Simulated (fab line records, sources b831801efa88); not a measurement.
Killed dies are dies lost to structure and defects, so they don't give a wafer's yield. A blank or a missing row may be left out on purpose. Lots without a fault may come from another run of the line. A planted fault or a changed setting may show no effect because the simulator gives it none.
fab line records | flow gf180mcu
record lots=5 wafers=15 last_day=32
route steps=602 shown HV_LDD@209 NSD@235
lots that met no fault: from a run of the same line without faults
start_h: hours from the record's first day to the start of the lot's first wafer shown | wait_h: hours since the lot's step before | " the same as in the row above | L1.1+2: a row that stands for several wafers | - no value, or no start given | * or withheld: withheld | < > ~ a bound
route shown NAME@n: a module of which the file shows steps, and the number in the route of the first | usual: mean/standard deviation of fault-free wafers | same: alike in all rows | chamber/n: place in a boat | sites: the reading at each site | _std_site: their standard deviation | _edge_site: outer sites' mean less inner sites' | radius_mm: how far each site lies from the wafer's centre | mask NAME#n: copy n | behind: the tool/chamber that last shaped the wafer | hold: why the lot was held/for how many hours/how that ended | device: the transistor (n, p or np) that didn't switch | end of line: the same wafers' tests at the end of the route | a step without rows: its recipe alone | killed: dies lost to structure and defects at the first sort, not the wafer's yield | map: a wafer's dies, x killed, . not, _ none there
set.NAME: the setting as run; set.NAME@STEP: as run at that earlier step | model.NAME: the simulator's own value behind a step, which no gauge read
lots at some steps of the route; a table a step, a row a wafer
services: from which hour (start_h, from the record's first day; less than 0 if before it) a tool's chamber was out of use, for how many hours, and why
## steps
# step GF_HV_LDD_IMPLANT_33
# recipe species=P energy_kev=60 dose_cm2=7.5e+12 tilt_deg=30 rotation_deg=0
# usual faraday_current_uA=42.3/0.85
# columns lot.wafer tool chamber start_h wait_h faraday_current_uA
L074.2 implanter-04 0 257.01 0.0 41.8
L074.4 " 0 " " 41.5
L074.6 " 0 " " 42.1
L083.1 implanter-04 0 321.86 0.0 42.6
L083.2 " 0 " " 42.4
L083.6 " 0 " " 42.7
L084.1 implanter-03 0 336.13 0.0 42.9
L084.2 " 0 " " 42.0
L084.3 " 0 " " 42.4
L085.2 implanter-03 0 341.94 0.0 41.5
L085.3 " 0 " " 42.7
L085.4 " 0 " " 42.5
L086.4 implanter-01 0 348.56 0.1 43.3
L086.5 " 0 " " 41.6
L086.6 " 0 " " 40.8
# step GF_HV_LDD_IMPLANT_34
# recipe species=P energy_kev=60 dose_cm2=7.5e+12 tilt_deg=30 rotation_deg=90
# usual faraday_current_uA=42.3/0.82
# columns lot.wafer tool chamber start_h wait_h faraday_current_uA
L074.2 implanter-04 0 257.16 0.1 42.9
L074.4 " 0 " " 41.5
L074.6 " 0 " " 42.4
L083.1 implanter-04 0 322.01 0.1 43.5
L083.2 " 0 " " 43.1
L083.6 " 0 " " 41.8
L084.1 implanter-03 0 336.28 0.1 41.7
L084.2 " 0 " " 42.8
L084.3 " 0 " " 43.3
L085.2 implanter-03 0 342.09 0.1 42.1
L085.3 " 0 " " 41.4
L085.4 " 0 " " 42.5
L086.4 implanter-01 0 348.71 0.1 42.5
L086.5 " 0 " " 41.5
L086.6 " 0 " " 43.4
# step GF_HV_LDD_IMPLANT_35
# recipe species=P energy_kev=60 dose_cm2=7.5e+12 tilt_deg=30 rotation_deg=180
# usual faraday_current_uA=42.4/0.85
# columns lot.wafer tool chamber start_h wait_h faraday_current_uA
L074.2 implanter-04 0 257.31 0.1 43.1
L074.4 " 0 " " 41.1
L074.6 " 0 " " 42.9
L083.1 implanter-04 0 322.16 0.1 42.4
L083.2 " 0 " " 42.3
L083.6 " 0 " " 42.3
L084.1 implanter-03 0 336.43 0.1 42.1
L084.2 " 0 " " 41.1
L084.3 " 0 " " 42.0
L085.2 implanter-03 0 342.24 0.1 43.4
L085.3 " 0 " " 41.6
L085.4 " 0 " " 42.8
L086.4 implanter-01 0 348.86 0.1 43.1
L086.5 " 0 " " 43.0
L086.6 " 0 " " 41.4
# step GF_HV_LDD_IMPLANT_36
# recipe species=P energy_kev=60 dose_cm2=7.5e+12 tilt_deg=30 rotation_deg=270
# usual faraday_current_uA=42.3/0.76
# columns lot.wafer tool chamber start_h wait_h faraday_current_uA
L074.2 implanter-04 0 257.46 0.1 42.9
L074.4 " 0 " " 42.2
L074.6 " 0 " " 42.9
L083.1 implanter-04 0 322.31 0.1 42.5
L083.2 " 0 " " 43.3
L083.6 " 0 " " 42.6
L084.1 implanter-03 0 336.58 0.1 42.2
L084.2 " 0 " " 41.3
L084.3 " 0 " " 42.9
L085.2 implanter-03 0 342.39 0.1 41.8
L085.3 " 0 " " 42.9
L085.4 " 0 " " 41.7
L086.4 implanter-01 0 349.01 0.1 43.3
L086.5 " 0 " " 40.5
L086.6 " 0 " " 42.4
# step GF_HV_LDD_STRIP_37
# recipe chemistry=O2/N2 power_w=1400 pressure_mtorr=1500 platen_temp_c=250 o2_flow_sccm=3000 n2_flow_sccm=300 overash_fraction=0.5
# usual drypump_motor_current_A=5.9/0.31 heater_power_w=320/26 n2_flow_sccm=299.9/0.87 oes_product_au=0.716/0.0041 strip_time_to_endpoint_s=12.633/0.03
# same overash_fraction=0.5
# columns lot.wafer tool chamber start_h wait_h drypump_motor_current_A heater_power_w n2_flow_sccm oes_product_au rf_hours_counter_h strip_time_to_endpoint_s
L074.2 plasma_asher-03 0 257.59 0.1 6.1 270 298.7 0.716 61 12.623
L074.4 " 0 " " 6.1 264 299.5 0.713 - 12.634
L074.6 " 0 " " 6.1 268 299.7 0.716 - 12.645
L083.1 plasma_asher-01 1 322.46 0.1 5.8 329 298.6 0.714 73 12.591
L083.2 " 0 " " 5.8 341 299.8 0.714 73 12.610
L083.6 " 0 " " 5.8 346 299.6 0.715 - 12.589
L084.1 plasma_asher-04 0 336.73 0.1 6.2 311 299.3 0.715 23 12.614
L084.2 " 1 " " 5.4 349 299.9 0.717 23 12.612
L084.3 " 1 " " 5.3 347 298.4 0.707 - 12.634
L085.2 plasma_asher-01 1 342.51 0.1 5.8 332 300.5 0.714 74 12.604
L085.3 " 0 " " 5.8 339 300.4 0.717 - 12.617
L085.4 " 1 " " 5.9 322 300.6 0.714 - 12.589
L086.4 plasma_asher-03 1 349.12 0.1 5.7 326 298.6 0.716 - 12.625
L086.5 " 1 " " 5.8 335 299.6 0.716 - 12.638
L086.6 " 0 " " 6.1 267 299.8 0.714 - 12.661
# step GF_HV_LDD_TW_MEAS_38
# usual HV_LDD_3_TW=1444/6.7
# columns lot.wafer tool chamber start_h wait_h HV_LDD_3_TW
L074.2 film_metro-02 - 257.70 0.1 1444
L074.4 " - " " 1448
L074.6 " - " " 1441
L083.1 film_metro-02 - 322.56 0.1 1441
L083.2 " - " " 1442
L083.6 " - " " 1454
L084.1 film_metro-04 - 336.83 0.1 1446
L084.2 " - " " 1451
L084.3 " - " " 1456
L085.2 film_metro-02 - 342.62 0.1 1449
L085.3 " - " " 1444
L085.4 " - " " 1445
L086.4 film_metro-03 - 349.21 0.1 1445
L086.5 " - " " 1437
L086.6 " - " " 1445
# step GF_HV_LDD_DEHYDRATE_39
# recipe temp_c=200 time_s=60
# columns lot.wafer tool chamber start_h wait_h
L074.2+4+6 litho_track-04 0 266.38 8.7
L083.1+2+6 litho_track-02 0 332.13 9.6
L084.1+2+3 litho_track-03 0 347.23 10.4
L085.2+3+4 litho_track-03 0 352.65 10.0
L086.4+5+6 litho_track-03 0 359.40 10.2
# step GF_HV_LDD_HMDS_40
# recipe prime_time_s=60 prime_temp_c=120
# columns lot.wafer tool chamber start_h wait_h
L074.2+4+6 litho_track-04 0 266.53 0.1
L083.1+2+6 litho_track-02 0 332.28 0.1
L084.1+2+3 litho_track-03 0 347.38 0.1
L085.2+3+4 litho_track-03 0 352.80 0.1
L086.4+5+6 litho_track-03 0 359.55 0.1
# step GF_HV_LDD_COAT_41
# recipe resist=NOVOLAK spin_rpm=3000 resist_thk_nm=1000
# usual spin_speed_rpm=2999.9/1.6
# columns lot.wafer tool chamber start_h wait_h spin_speed_rpm
L074.2 litho_track-04 0 266.68 0.1 2998.9
L074.4 " 0 " " 2998.6
L074.6 " 0 " " 2999.5
L083.1 litho_track-02 0 332.43 0.1 3001.0
L083.2 " 0 " " 2999.4
L083.6 " 0 " " 3001.9
L084.1 litho_track-03 0 347.53 0.1 3000.6
L084.2 " 0 " " 2999.2
L084.3 " 0 " " 2998.6
L085.2 litho_track-03 0 352.95 0.1 2999.3
L085.3 " 0 " " 2999.1
L085.4 " 0 " " 2998.9
L086.4 litho_track-03 0 359.70 0.1 2998.6
L086.5 " 0 " " 3003.3
L086.6 " 0 " " 3000.8
# step GF_HV_LDD_SOFTBAKE_42
# recipe temp_c=90 time_s=60 resist=NOVOLAK
# columns lot.wafer tool chamber start_h wait_h
L074.2+4+6 litho_track-04 0 266.83 0.1
L083.1+2+6 litho_track-02 0 332.58 0.1
L084.1+2+3 litho_track-03 0 347.68 0.1
L085.2+3+4 litho_track-03 0 353.10 0.1
L086.4+5+6 litho_track-03 0 359.85 0.1
# step GF_HV_LDD_EXPOSE_43
# recipe mask_id=Pplus_HV_AREA target_cd_nm=400 na=0.6 source_shape=conventional sigma_outer=0.6 dose_mj=140
# usual stage_vel_mm_s=500.01/0.25
# columns lot.wafer tool chamber start_h wait_h mask stage_vel_mm_s
L074.2 iline_stepper-01 0 - - Pplus_HV_AREA#0 499.79
L074.4 " 0 " " Pplus_HV_AREA#0 499.79
L074.6 " 0 " " Pplus_HV_AREA#0 500.03
L083.1 iline_stepper-01 0 - - Pplus_HV_AREA#0 499.86
L083.2 " 0 " " Pplus_HV_AREA#0 499.85
L083.6 " 0 " " Pplus_HV_AREA#0 499.92
L084.1 iline_stepper-01 0 - - Pplus_HV_AREA#0 499.76
L084.2 " 0 " " Pplus_HV_AREA#0 500.01
L084.3 " 0 " " Pplus_HV_AREA#0 499.78
L085.2 iline_stepper-01 0 - - Pplus_HV_AREA#0 499.82
L085.3 " 0 " " Pplus_HV_AREA#0 499.96
L085.4 " 0 " " Pplus_HV_AREA#0 500.09
L086.4 iline_stepper-02 0 - - Pplus_HV_AREA#0 499.95
L086.5 " 0 " " Pplus_HV_AREA#0 499.88
L086.6 " 0 " " Pplus_HV_AREA#0 500.22
# step GF_HV_LDD_PEB_44
# recipe temp_c=withheld time_s=* resist=NOVOLAK
# columns lot.wafer tool chamber start_h wait_h
L074.2+4+6 litho_track-04 0 - -
L083.1+2+6 litho_track-03 0 - -
L084.1+2+3 litho_track-04 0 - -
L085.2+3+4 litho_track-03 0 - -
L086.4+5+6 litho_track-03 0 - -
# step GF_HV_LDD_DEVELOP_45
# recipe develop_time_s=60 dev_temp_c=23
# usual developer_temp_C=23.01/0.094
# columns lot.wafer tool chamber start_h wait_h developer_temp_C
L074.2 litho_track-04 0 276.23 0.1 23.02
L074.4 " 0 " " 23.03
L074.6 " 0 " " 22.93
L083.1 litho_track-03 0 342.93 0.1 22.99
L083.2 " 0 " " 22.95
L083.6 " 0 " " 23.03
L084.1 litho_track-04 0 358.51 0.1 22.95
L084.2 " 0 " " 23.00
L084.3 " 0 " " 22.90
L085.2 litho_track-03 0 364.15 0.1 22.88
L085.3 " 0 " " 22.92
L085.4 " 0 " " 22.96
L086.4 litho_track-03 0 371.05 0.1 23.09
L086.5 " 0 " " 22.90
L086.6 " 0 " " 23.15
# step GF_HV_LDD_CD_MEAS_46
# recipe target_cd_nm=400
# usual cd_nm=399.7/2.4
# columns lot.wafer tool chamber start_h wait_h cd_nm
L074.2 cd_sem-01 - 276.38 0.1 400.9
L074.4 " - " " 400.8
L074.6 " - " " 401.5
L083.1 cd_sem-02 - 343.08 0.1 401.8
L083.2 " - " " 402.3
L083.6 " - " " 401.3
L084.1 cd_sem-01 - 358.66 0.1 400.7
L084.2 " - " " 400.8
L084.3 " - " " 400.9
L085.2 cd_sem-02 - 364.30 0.1 399.3
L085.3 " - " " 402.0
L085.4 " - " " 399.2
L086.4 cd_sem-02 - 371.19 0.1 399.9
L086.5 " - " " 399.8
L086.6 " - " " 399.7
# step GF_HV_LDD_OVL_MEAS_47
# usual HV_LDD_03_OVL=0.2/1.5
# columns lot.wafer tool chamber start_h wait_h HV_LDD_03_OVL[nm]
L074.2 overlay-02 - 276.49 0.1 2.6
L074.4 " - " " 2.9
L074.6 " - " " 1.1
L083.1 overlay-01 - 343.20 0.1 1.4
L083.2 " - " " 1.6
L083.6 " - " " -0.5
L084.1 overlay-01 - 358.78 0.1 0.9
L084.2 " - " " -2.6
L084.3 " - " " 0.4
L085.2 overlay-02 - 364.40 0.1 1.1
L085.3 " - " " 1.2
L085.4 " - " " -1.6
L086.4 overlay-02 - 371.27 0.1 -0.4
L086.5 " - " " -0.6
L086.6 " - " " -1.2
# step GF_HV_LDD_IMPLANT_48
# recipe species=B energy_kev=25 dose_cm2=3e+13 tilt_deg=7
# usual faraday_current_uA=169/3.1
# columns lot.wafer tool chamber start_h wait_h faraday_current_uA
L074.2 implanter-03 0 276.54 0.0 167
L074.4 " 0 " " 165
L074.6 " 0 " " 165
L083.1 implanter-03 0 343.23 0.0 167
L083.2 " 0 " " 170
L083.6 " 0 " " 161
L084.1 implanter-01 0 358.81 0.0 167
L084.2 " 0 " " 168
L084.3 " 0 " " 171
L085.2 implanter-04 0 364.46 0.0 165
L085.3 " 0 " " 169
L085.4 " 0 " " 173
L086.4 implanter-01 0 371.36 0.1 167
L086.5 " 0 " " 170
L086.6 " 0 " " 168
# step GF_HV_LDD_STRIP_49
# recipe chemistry=O2/N2 power_w=1400 pressure_mtorr=1500 platen_temp_c=250 o2_flow_sccm=3000 n2_flow_sccm=300 overash_fraction=0.5
# usual drypump_motor_current_A=5.86/0.22 heater_power_w=324/23 n2_flow_sccm=299.9/0.91 oes_product_au=0.715/0.0046 strip_time_to_endpoint_s=12.64/0.036
# same overash_fraction=0.5
# columns lot.wafer tool chamber start_h wait_h drypump_motor_current_A heater_power_w n2_flow_sccm oes_product_au rf_hours_counter_h strip_time_to_endpoint_s
L074.2 plasma_asher-04 1 276.67 0.1 5.32 350 300.2 0.720 17 12.65
L074.4 " 0 " " 6.25 311 300.3 0.713 - 12.63
L074.6 " 0 " " 6.25 322 299.4 0.712 - 12.60
L083.1 plasma_asher-04 0 343.38 0.1 6.26 312 300.0 0.721 24 12.71
L083.2 " 1 " " 5.37 342 300.3 0.722 24 12.66
L083.6 " 0 " " 6.25 318 300.9 0.709 - 12.70
L084.1 plasma_asher-03 0 358.96 0.1 6.09 265 300.6 0.716 72 12.59
L084.2 " 1 " " 5.80 328 299.2 0.708 72 12.64
L084.3 " 1 " " 5.76 326 299.4 0.712 - 12.66
L085.2 plasma_asher-01 0 364.58 0.1 5.79 340 300.2 0.718 77 12.62
L085.3 " 1 " " 5.88 325 300.3 0.719 - 12.57
L085.4 " 0 " " 5.80 341 299.7 0.711 - 12.61
L086.4 plasma_asher-03 0 371.47 0.1 6.08 271 301.4 0.711 - 12.63
L086.5 " 1 " " 5.78 333 299.8 0.715 - 12.61
L086.6 " 0 " " 6.10 267 300.5 0.712 - 12.61
# step GF_HV_LDD_TW_MEAS_50
# usual HV_LDD_4_TW=573.1/2.6
# columns lot.wafer tool chamber start_h wait_h HV_LDD_4_TW
L074.2 film_metro-03 - 276.78 0.1 569.6
L074.4 " - " " 569.9
L074.6 " - " " 566.5
L083.1 film_metro-04 - 343.48 0.1 570.0
L083.2 " - " " 576.8
L083.6 " - " " 573.7
L084.1 film_metro-03 - 359.06 0.1 570.9
L084.2 " - " " 569.6
L084.3 " - " " 571.8
L085.2 film_metro-03 - 364.69 0.1 576.0
L085.3 " - " " 573.2
L085.4 " - " " 569.6
L086.4 film_metro-03 - 371.56 0.1 570.5
L086.5 " - " " 568.5
L086.6 " - " " 570.1
# step GF_HV_LDD_CLEAN_51
# recipe chemistry=SC1/SC2 mix=1:4:20 temp_c=70 time_s=150 dry=n2_spin
# columns lot.wafer tool chamber start_h wait_h
L074.2+4+6 wet_bench-02 0 276.83 0.0
L083.1+2+6 wet_bench-03 3 343.54 0.1
L084.1+2+3 wet_bench-02 3 359.12 0.1
L085.2+3+4 wet_bench-03 3 364.74 0.0
L086.4+5+6 wet_bench-04 1 371.59 0.0
# step GF_HV_LDD_RTA_52
# recipe temp_c=1000 time_s=10 ambient=N2
# usual lamp_power_pct=33.1/2.9 wafer_temp_C_max=1006.2/2.5
# columns lot.wafer tool chamber start_h wait_h lamp_power_pct wafer_temp_C_max
L074.2 rtp_anneal-01 0 276.89 0.0 36.0 1008.1
L074.4 " 0 " " 36.0 1009.3
L074.6 " 0 " " 36.1 1007.9
L083.1 rtp_anneal-01 0 343.60 0.0 36.0 1009.6
L083.2 " 0 " " 36.0 1005.8
L083.6 " 0 " " 36.1 1006.5
L084.1 rtp_anneal-02 0 359.17 0.0 30.2 1004.6
L084.2 " 0 " " 30.2 1005.2
L084.3 " 0 " " 30.1 1004.1
L085.2 rtp_anneal-01 0 364.80 0.0 36.1 1007.0
L085.3 " 0 " " 36.1 1010.1
L085.4 " 0 " " 36.0 1006.8
L086.4 rtp_anneal-01 0 371.68 0.0 36.1 1009.4
L086.5 " 0 " " 36.0 1008.7
L086.6 " 0 " " 36.0 1008.8
# step GF_HV_LDD_RS_MEAS_53
# recipe thk_meas_gauge=four-point-probe
# usual HV_LDD_RS=418.4/1
# columns lot.wafer tool chamber start_h wait_h HV_LDD_RS[ohm/sq]
L074.2 film_metro-03 - 276.96 0.1 419.4
L074.4 " - " " 419.8
L074.6 " - " " 419.8
L083.1 film_metro-03 - 343.66 0.1 420.1
L083.2 " - " " 419.8
L083.6 " - " " 419.9
L084.1 film_metro-04 - 359.24 0.1 419.9
L084.2 " - " " 421.4
L084.3 " - " " 419.2
L085.2 film_metro-03 - 364.88 0.1 420.0
L085.3 " - " " 419.5
L085.4 " - " " 418.9
L086.4 film_metro-02 - 371.77 0.1 417.8
L086.5 " - " " 417.8
L086.6 " - " " 418.0
# step GF_HV_LDD_CVD_54
# recipe material=SiO2 target_thk_nm=10 precursor=TEOS temp_c=680 time_s=75 pressure_mtorr=400
# usual zone_power_bottom_pct=15.5/0.74
# columns lot.wafer tool chamber start_h wait_h zone_power_bottom_pct
L074.2 lpcvd-02 0 277.06 0.1 15.4
L074.4 " 0 " " 15.4
L074.6 " 0 " " 15.6
L083.1 lpcvd-02 1 343.78 0.1 15.2
L083.2 " 1 " " 15.0
L083.6 " 1 " " 14.8
L084.1 lpcvd-01 1 359.36 0.1 14.4
L084.2 " 1 " " 14.1
L084.3 " 1 " " 14.6
L085.2 lpcvd-02 0 364.98 0.1 15.3
L085.3 " 0 " " 15.3
L085.4 " 0 " " 15.4
L086.4 lpcvd-01 0 371.83 0.0 16.5
L086.5 " 0 " " 16.8
L086.6 " 0 " " 16.4
# step GF_HV_LDD_THK_MEAS_55
# recipe reads=SiO2_of_HV_LDD_CVD_54
# usual HV_LDD_CVD_54_THK=10.01/0.11
# columns lot.wafer tool chamber start_h wait_h HV_LDD_CVD_54_THK[nm]
L074.2 film_metro-02 - 278.09 0.0 9.89
L074.4 " - " " 10.07
L074.6 " - " " 10.10
L083.1 film_metro-03 - 344.81 0.0 9.93
L083.2 " - " " 9.90
L083.6 " - " " 10.05
L084.1 film_metro-04 - 360.38 0.0 10.23
L084.2 " - " " 10.15
L084.3 " - " " 9.99
L085.2 film_metro-02 - 366.01 0.0 9.99
L085.3 " - " " 9.93
L085.4 " - " " 9.95
L086.4 film_metro-04 - 372.88 0.0 9.96
L086.5 " - " " 9.90
L086.6 " - " " 10.04
# step GF_HV_LDD_CVD_56
# recipe material=Si3N4 precursor=DCS/NH3 target_thk_nm=90 temp_c=770 time_s=1543 pressure_mtorr=250
# usual zone_power_bottom_pct=19.9/1.1
# columns lot.wafer tool chamber start_h wait_h zone_power_bottom_pct
L074.2 lpcvd-02 0 278.14 0.0 19.8
L074.4 " 0 " " 19.6
L074.6 " 0 " " 19.9
L083.1 lpcvd-01 1 344.87 0.1 18.4
L083.2 " 1 " " 18.8
L083.6 " 1 " " 18.7
L084.1 lpcvd-02 1 360.44 0.1 18.6
L084.2 " 1 " " 19.2
L084.3 " 1 " " 19.2
L085.2 lpcvd-01 0 366.06 0.0 21.2
L085.3 " 0 " " 21.1
L085.4 " 0 " " 21.3
L086.4 lpcvd-01 1 374.18 1.3 18.4
L086.5 " 1 " " 18.5
L086.6 " 1 " " 18.8
# step GF_HV_LDD_THK_MEAS_57
# recipe reads=Si3N4_of_HV_LDD_CVD_56
# usual HV_LDD_CVD_56_THK=90.0/0.89
# columns lot.wafer tool chamber start_h wait_h HV_LDD_CVD_56_THK[nm]
L074.2 film_metro-04 - 279.58 0.0 91.3
L074.4 " - " " 90.2
L074.6 " - " " 90.7
L083.1 film_metro-04 - 346.29 0.0 88.8
L083.2 " - " " 89.2
L083.6 " - " " 89.3
L084.1 film_metro-04 - 361.87 0.0 88.5
L084.2 " - " " 89.0
L084.3 " - " " 88.8
L085.2 film_metro-04 - 367.50 0.0 89.9
L085.3 " - " " 89.1
L085.4 " - " " 89.9
L086.4 film_metro-03 - 375.64 0.0 90.8
L086.5 " - " " 90.8
L086.6 " - " " 90.8
# step GF_HV_LDD_ETCHBACK_58
# recipe chemistry=CH3F/O2 target=Si3N4 stop_on=SiO2 source_w=400 bias_w=80 pressure_mtorr=25 ch3f_flow_sccm=40 O2_flow_sccm=30 time_s=100 target_depth_a=900
# usual drypump_motor_current_A=5.8/0.5 oes_product_au=0.842/0.0063 throttle_valve_pct=10.561/0.01
# columns lot.wafer tool chamber start_h wait_h drypump_motor_current_A oes_product_au rf_hours_counter_h throttle_valve_pct
L074.2 rie_diel-01 1 279.63 0.0 6.3 0.851 22 10.547
L074.4 " 0 " " 5.6 0.847 108 10.562
L074.6 " 1 " " 6.3 0.848 - 10.543
L083.1 rie_diel-02 3 346.35 0.1 6.5 0.835 5 10.560
L083.2 " 1 " " 5.3 0.843 0 10.557
L083.6 " 0 " " 6.3 0.842 - 10.557
L084.1 rie_diel-01 3 361.93 0.1 5.5 0.835 116 10.573
L084.2 " 0 " " 5.6 0.840 110 10.556
L084.3 " 1 " " 6.4 0.834 24 10.565
L085.2 rie_diel-02 1 367.55 0.0 5.3 0.846 1 10.563
L085.3 " 0 " " 6.3 0.832 35 10.568
L085.4 " 3 " " 6.4 0.849 6 10.551
L086.4 rie_diel-01 2 375.67 0.0 4.7 0.837 87 10.573
L086.5 " 1 " " 6.3 0.853 - 10.569
L086.6 " 2 " " 4.8 0.843 - 10.562
# step GF_NSD_DEHYDRATE_00
# recipe temp_c=200 time_s=60
# columns lot.wafer tool chamber start_h wait_h
L074.2+4+6 litho_track-01 0 288.72 9.1
L083.1+2+6 litho_track-01 0 356.59 10.2
L084.1+2+3 litho_track-04 0 372.41 10.4
L085.2+3+4 litho_track-02 0 378.10 10.5
L086.4+5+6 litho_track-01 0 386.17 10.5
# step GF_NSD_HMDS_01
# recipe prime_time_s=60 prime_temp_c=120
# columns lot.wafer tool chamber start_h wait_h
L074.2+4+6 litho_track-01 0 288.87 0.1
L083.1+2+6 litho_track-01 0 356.74 0.1
L084.1+2+3 litho_track-04 0 372.56 0.1
L085.2+3+4 litho_track-02 0 378.25 0.1
L086.4+5+6 litho_track-01 0 386.32 0.1
# step GF_NSD_COAT_02
# recipe resist=NOVOLAK spin_rpm=3000 resist_thk_nm=1000
# usual spin_speed_rpm=2999.9/2
# columns lot.wafer tool chamber start_h wait_h spin_speed_rpm
L074.2 litho_track-01 0 289.02 0.1 2999.5
L074.4 " 0 " " 2997.9
L074.6 " 0 " " 3001.4
L083.1 litho_track-01 0 356.89 0.1 3001.5
L083.2 " 0 " " 2999.1
L083.6 " 0 " " 3001.6
L084.1 litho_track-04 0 372.71 0.1 3000.1
L084.2 " 0 " " 3000.0
L084.3 " 0 " " 2998.8
L085.2 litho_track-02 0 378.40 0.1 3002.1
L085.3 " 0 " " 3004.9
L085.4 " 0 " " 3000.1
L086.4 litho_track-01 0 386.47 0.1 3001.9
L086.5 " 0 " " 3001.5
L086.6 " 0 " " 3002.7
# step GF_NSD_SOFTBAKE_03
# recipe temp_c=90 time_s=60 resist=NOVOLAK
# columns lot.wafer tool chamber start_h wait_h
L074.2+4+6 litho_track-01 0 289.17 0.1
L083.1+2+6 litho_track-01 0 357.04 0.1
L084.1+2+3 litho_track-04 0 372.86 0.1
L085.2+3+4 litho_track-02 0 378.55 0.1
L086.4+5+6 litho_track-01 0 386.62 0.1
# step GF_NSD_EXPOSE_04
# recipe mask_id=Nplus target_cd_nm=400 na=0.6 source_shape=conventional sigma_outer=0.6 dose_mj=140
# usual stage_vel_mm_s=499.98/0.27
# columns lot.wafer tool chamber start_h wait_h mask stage_vel_mm_s
L074.2 iline_stepper-02 0 - - Nplus#0 499.99
L074.4 " 0 " " Nplus#0 500.27
L074.6 " 0 " " Nplus#0 500.02
L083.1 iline_stepper-01 0 - - Nplus#0 499.72
L083.2 " 0 " " Nplus#0 500.11
L083.6 " 0 " " Nplus#0 499.64
L084.1 iline_stepper-01 0 - - Nplus#0 500.01
L084.2 " 0 " " Nplus#0 500.17
L084.3 " 0 " " Nplus#0 500.17
L085.2 iline_stepper-02 0 - - Nplus#0 499.81
L085.3 " 0 " " Nplus#0 499.72
L085.4 " 0 " " Nplus#0 500.04
L086.4 iline_stepper-02 0 - - Nplus#0 499.71
L086.5 " 0 " " Nplus#0 499.50
L086.6 " 0 " " Nplus#0 499.67
# step GF_NSD_PEB_05
# recipe temp_c=withheld time_s=* resist=NOVOLAK
# columns lot.wafer tool chamber start_h wait_h
L074.2+4+6 litho_track-04 0 - -
L083.1+2+6 litho_track-02 0 - -
L084.1+2+3 litho_track-01 0 - -
L085.2+3+4 litho_track-04 0 - -
L086.4+5+6 litho_track-01 0 - -
# step GF_NSD_DEVELOP_06
# recipe develop_time_s=60 dev_temp_c=23
# usual developer_temp_C=22.99/0.1
# columns lot.wafer tool chamber start_h wait_h developer_temp_C
L074.2 litho_track-04 0 299.23 0.1 23.01
L074.4 " 0 " " 22.99
L074.6 " 0 " " 23.14
L083.1 litho_track-02 0 367.88 0.1 22.98
L083.2 " 0 " " 23.17
L083.6 " 0 " " 22.98
L084.1 litho_track-01 0 383.69 0.1 23.05
L084.2 " 0 " " 23.19
L084.3 " 0 " " 23.02
L085.2 litho_track-04 0 390.38 0.1 23.00
L085.3 " 0 " " 23.12
L085.4 " 0 " " 23.05
L086.4 litho_track-01 0 397.77 0.1 23.05
L086.5 " 0 " " 22.99
L086.6 " 0 " " 23.07
# step GF_NSD_CD_MEAS_07
# recipe target_cd_nm=400
# usual cd_nm=398.6/2.4
# columns lot.wafer tool chamber start_h wait_h cd_nm
L074.2 cd_sem-02 - 299.38 0.1 400.3
L074.4 " - " " 399.3
L074.6 " - " " 398.8
L083.1 cd_sem-02 - 368.03 0.1 399.8
L083.2 " - " " 402.2
L083.6 " - " " 402.5
L084.1 cd_sem-02 - 383.84 0.1 402.1
L084.2 " - " " 401.9
L084.3 " - " " 400.9
L085.2 cd_sem-01 - 390.53 0.1 403.4
L085.3 " - " " 401.4
L085.4 " - " " 402.1
L086.4 cd_sem-01 - 397.90 0.1 398.7
L086.5 " - " " 398.0
L086.6 " - " " 396.5
# step GF_NSD_OVL_MEAS_08
# usual NSD_OVL=0.2/1.5
# columns lot.wafer tool chamber start_h wait_h NSD_OVL[nm]
L074.2 overlay-01 - 299.48 0.1 2.7
L074.4 " - " " 3.2
L074.6 " - " " 3.1
L083.1 overlay-02 - 368.15 0.1 -0.3
L083.2 " - " " -0.1
L083.6 " - " " -0.9
L084.1 overlay-02 - 383.96 0.1 -1.9
L084.2 " - " " -1.4
L084.3 " - " " -0.7
L085.2 overlay-02 - 390.63 0.1 -1.1
L085.3 " - " " -0.6
L085.4 " - " " -0.8
L086.4 overlay-01 - 397.98 0.1 0.7
L086.5 " - " " 2.2
L086.6 " - " " -0.9
# step GF_NSD_IMPLANT_09
# recipe species=As energy_kev=60 dose_cm2=4e+15 tilt_deg=7
# usual faraday_current_uA=11666/640
# columns lot.wafer tool chamber start_h wait_h faraday_current_uA
L074.2 implanter-04 0 299.54 0.0 11020
L074.4 " 0 " " 10692
L074.6 " 0 " " 11509
L083.1 implanter-04 0 368.18 0.0 11525
L083.2 " 0 " " 11523
L083.6 " 0 " " 11289
L084.1 implanter-04 0 384.00 0.0 11414
L084.2 " 0 " " 10970
L084.3 " 0 " " 11466
L085.2 implanter-01 0 390.69 0.0 10853
L085.3 " 0 " " 10597
L085.4 " 0 " " 10553
L086.4 implanter-02 0 398.07 0.1 11996
L086.5 " 0 " " 12808
L086.6 " 0 " " 12561
# step GF_NSD_IMPLANT_10
# recipe species=P energy_kev=40 dose_cm2=5e+14 tilt_deg=7
# usual faraday_current_uA=2796/56
# columns lot.wafer tool chamber start_h wait_h faraday_current_uA
L074.2 implanter-04 0 299.69 0.1 2844
L074.4 " 0 " " 2830
L074.6 " 0 " " 2788
L083.1 implanter-04 0 368.33 0.1 2815
L083.2 " 0 " " 2802
L083.6 " 0 " " 2795
L084.1 implanter-04 0 384.15 0.1 2821
L084.2 " 0 " " 2805
L084.3 " 0 " " 2817
L085.2 implanter-01 0 390.84 0.1 2737
L085.3 " 0 " " 2780
L085.4 " 0 " " 2888
L086.4 implanter-02 0 398.22 0.1 2780
L086.5 " 0 " " 2801
L086.6 " 0 " " 2836
## services
# columns tool chamber start_h hours kind
iline_stepper-01 - 237.88 1.7 pm
lpcvd-02 - 242.69 4.3 pm
iline_stepper-02 - 242.93 1.7 pm
iline_stepper-01 - 251.85 3.8 repair
rie_diel-01 3 256.02 9.9 repair
rie_diel-01 0 260.42 8.0 repair
lpcvd-01 - 269.29 1.4 repair
plasma_asher-03 - 281.28 2.8 repair
plasma_asher-04 - 288.92 1.1 repair
implanter-04 - 304.94 1.7 pm
implanter-02 - 305.25 1.7 repair
implanter-04 - 306.69 6.8 pm
iline_stepper-02 - 307.41 4.2 repair
rie_diel-01 - 318.71 0.7 repair
lpcvd-02 - 319.94 1.2 repair
implanter-01 - 321.98 2.7 pm
implanter-01 - 331.68 14.1 repair
plasma_asher-01 - 334.46 6.2 repair
implanter-04 - 341.44 18.0 repair
rie_diel-01 - 342.36 14.6 pm
implanter-01 - 343.80 3.5 repair
implanter-03 - 346.39 1.1 repair
implanter-04 - 350.18 0.5 repair
plasma_asher-01 - 392.26 3.7 repair
## key
fault none
